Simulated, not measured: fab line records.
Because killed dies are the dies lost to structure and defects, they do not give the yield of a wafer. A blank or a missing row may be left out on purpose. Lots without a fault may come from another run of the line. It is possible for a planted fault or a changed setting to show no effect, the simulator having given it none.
Chamber matching	flow gf180mcu	GF_PASSIVATION_CVD_02 on pecvd-01: 3 sister chambers
The step deposits Si3N4, target thk 700 nm, time 486.18 s. 16 wafers are shown with their chamber, then 8 later ones without.

## EACH WAFER AND ITS CHAMBER
wafer	chamber	heaterPowerW (W)	susceptorTempC (C)
L078.2	0	885	400.07
L078.3	1	811	399.84
L078.5	1	869	399.61
L080.1	2	764	400.57
L080.2	1	855	400.07
L080.3	0	791	400.10
L080.4	1	879	399.96
L080.5	0	864	400.10
L080.6	2	809	400.35
L082.1	2	805	399.93
L082.2	0	876	399.62
L082.6	0	881	399.79
L083.2	0	870	400.30
L083.4	0	888	400.08
L083.5	0	728	400.14
L084.1	0	841	400.20

SIGNATURES (averages over the wafers above)
reading	chamber 0	chamber 1	chamber 2	scatter within a chamber
heaterPowerW	847.11	853.50	792.67	45.8
susceptorTempC	400.0444	399.8700	400.2833	0.229
Rule: for each reading, subtract the chamber's mean from the wafer's reading, divide by that reading's scatter and square the result; add these up over the readings and take the root, which gives the wafer's distance from the chamber. If the next closest chamber is less than 2 further off than the closest, the wafer can't be placed; otherwise it belongs to the closest. The scatter: the root of (the sum of the squares of (reading less its chamber's mean) over the shown wafers, divided by (wafers less chambers)).

## WAFERS WITHOUT THEIR CHAMBER
wafer	heaterPowerW (W)	susceptorTempC (C)
L084.2	874	399.72
L084.3	856	400.52
L084.4	904	399.75
L084.5	914	400.32
L084.6	905	399.99
L095.2	752	399.61
L095.5	810	400.20
L095.6	740	400.09

## EACH ONE'S CHAMBER
wafer	from the rows above	in truth
L084.2	can't be placed: 1 or 0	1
L084.3	can't be placed: 2 or 0 or 1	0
L084.4	can't be placed: 1 or 0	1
L084.5	can't be placed: 0 or 1 or 2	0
L084.6	can't be placed: 1 or 0 or 2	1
L095.2	can't be placed: 1 or 0 or 2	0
L095.5	can't be placed: 2 or 0 or 1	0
L095.6	can't be placed: 2 or 0 or 1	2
0 of 8 placed correctly. These rows do not allow placing 8 (true chamber among the candidates in 8). 0 placed wrongly.
